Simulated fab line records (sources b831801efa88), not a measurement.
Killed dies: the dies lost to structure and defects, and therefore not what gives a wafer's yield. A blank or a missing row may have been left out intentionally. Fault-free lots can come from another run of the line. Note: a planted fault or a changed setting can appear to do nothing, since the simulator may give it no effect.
The tool behind it: which one? -- flow sky130 -- 11 lots with 33 wafers sampled at 2 steps, on a route of 708 steps

== WHAT THE GAUGES SHOWED, per wafer ==
SKY_VIA1_RS_MEAS_22: the measuring method here is four-point-probe.
lot,measured,on,VIA1_W_RS (ohm/sq)
L179,day 35 03:40,film metro-04,0.429 0.428 0.432
L180,day 35 06:44,film metro-02,0.426 0.425 0.437
L182,day 35 20:00,film metro-04,0.429 0.429 0.413
L184,day 36 15:14,film metro-03,0.421 0.425 0.413
L186,day 37 03:40,film metro-04,0.420 0.436 0.414
L187,day 37 05:52,film metro-03,0.414 0.416 0.431
L191,day 38 08:08,film metro-03,0.370 0.359 0.368 0.370 0.359 0.368
L192,day 39 05:18,film metro-03,0.372 0.357 0.358 0.373 0.357 0.359
L197,day 41 04:32,film metro-03,0.432 0.421 0.424
L198,day 41 10:09,film metro-03,0.433 0.425 0.438
L202,day 41 21:23,film metro-03,0.429 0.433 0.434

== WHAT TOOL EACH LOT RAN ON (gives the tool, then ch and the chambers of the sampled wafers, and finally the start) ==
lot,SKY_VIA1_CVD_21
L179,"cvd w-01 ch 0,1, day 35 03:34"
L180,"cvd w-01 ch 0,1, day 35 06:39"
L182,"cvd w-02 ch 0,1, day 35 19:55"
L184,"cvd w-02 ch 0,1, day 36 15:08"
L186,"cvd w-02 ch 0,1, day 37 03:34"
L187,"cvd w-02 ch 0,1, day 37 05:46"
L191,"cvd w-02 ch 0,1, day 38 08:02"
L192,"cvd w-02 ch 0,1, day 39 05:13"
L197,"cvd w-01 ch 0,1, day 41 04:26"
L198,"cvd w-01 ch 0,1, day 41 10:04"
L202,"cvd w-01 ch 0,1, day 41 21:17"
- SKY_VIA1_CVD_21: deposits W, target thk 270 nm, time 80.902 s.

== THE ANSWER, worked out from the rows above alone ==
Rule: the lots themselves supply what counts as usual. The widest of any qualifying gaps counts: lots, ordered by their means at a reading, are off when they make up no more than a third of the lots, leave a main group of 4 or more, and stand apart from it by 3 or more times the standard deviation of that group's means. If all means in a main group match to the digits the tables above print for the reading, that group is not used. A lot without any number at a reading at which 4 lots or more have one is off too. Any other lot the step has rows for is counted as sound.
Off: L191, L192, seen at SKY_VIA1_RS_MEAS_22 (VIA1_W_RS). Main group: mean 0.426 ohm/sq, sd 0.0045.
A tool fits if, at a process step before that reading, it ran every lot that is off, and no sound lot after the first of them. The gauges at SKY_VIA1_RS_MEAS_22 are tried like those tools. One candidate fits, namely cvd w-02 at SKY_VIA1_CVD_21. Its last sound lot is L187 (day 37 05:46), its first lot that is off L191 (day 38 08:02): a fault that began between those two fits.

== WHAT HAD BEEN PUT IN BY THE SIMULATOR ==
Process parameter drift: cvd w-02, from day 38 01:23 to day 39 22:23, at SKY_VIA1_CVD_21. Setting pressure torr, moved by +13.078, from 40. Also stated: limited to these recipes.
Lots struck among those shown: L191, L192. Same finding as the rule above.
